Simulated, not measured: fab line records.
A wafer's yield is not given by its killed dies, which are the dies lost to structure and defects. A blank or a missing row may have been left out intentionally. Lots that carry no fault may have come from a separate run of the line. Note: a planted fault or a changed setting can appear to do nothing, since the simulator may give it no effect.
The same fault as seen by 2 desks -- flow sky130 -- each desk holds nothing but its own numbers, with what lay behind them at the end

## TOOL OWNER'S DESK, pvd-sputter-04
The tool's own readings at SKY_METAL3_SPUTTER_01 (material TiN, target thk 20 nm, time 16.7 s): means of the sampled wafers that have a number, for each lot that ran on this tool. The brackets show how far a lot's mean lies from the usual mean; more than 4 standard deviations puts the lot out of limits, marked OUT.
Columns: A = chamber-pressure-pa at SKY_METAL3_SPUTTER_01, usual 0.4000 Pa; B = throttle-valve-pct at SKY_METAL3_SPUTTER_01, usual 29.8 %
lot,first seen here,A,B
L552,day 37 20:38,0.4003,30.1
L554,day 38 12:47,0.4004,29.8
L556,day 38 21:42,0.4001,30.1
L555,day 38 22:49,0.3996,29.9
L557,day 39 08:17,0.4407 (+47) OUT,28.8
L560,day 40 00:29,0.4408 (+47) OUT,28.9
L562,day 41 00:43,0.4399 (+46) OUT,28.5
L570,day 43 05:52,0.4000,29.8
Finding of this desk: L557, L560, L562 out of limits; the first was L557 at day 39 08:17, on chamber-pressure-pa at SKY_METAL3_SPUTTER_01. Within limits: L552, L554, L556, L555, L570.

## AT THE METROLOGY DESK
What the gauges read for every lot (on any tool): the sampled wafers with a number, averaged. The brackets show how far a lot's mean lies from the usual mean; more than 4 standard deviations puts the lot out of limits, marked OUT.
Columns: A = VIA2_HDPCVD_THK at SKY_VIA2_THK_MEAS_01, usual 1185 nm
lot,first seen here,A
L552,day 36 17:32,1178
L554,day 37 08:38,1177
L556,day 37 18:17,1187
L555,day 37 19:35,1176
L557,day 38 05:08,1192
L560,day 38 21:07,1176
L562,day 39 21:44,1193
L566,day 40 20:25,1183
L567,day 40 22:14,1204
L568,day 41 07:23,1190
L569,day 41 10:59,1184
L570,day 42 04:55,1187
Result from this desk: across the 12 lots, nothing is out of limits.

## BROUGHT TOGETHER
The tool owner's desk could have raised an alarm at day 39 08:17, on L557, L560, L562.
From the metrology desk's view, nothing was out of limits.
The metrology desk holds a record of L557, L560, L562, inside its limits.
SKY_METAL3_SPUTTER_01 was run on pvd-sputter-04 by each of the lots named.

## WHAT THE SIMULATOR PUT IN
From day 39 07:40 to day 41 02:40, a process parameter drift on pvd-sputter-04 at SKY_METAL3_SPUTTER_01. Setting chamber-pressure-pa shifted by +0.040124 from 0.4. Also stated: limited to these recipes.
Shown lots that were struck: L557, L560, L562.
Each desk's first reading out of limits, in hours after the fault started: the tool owner's desk, 1.
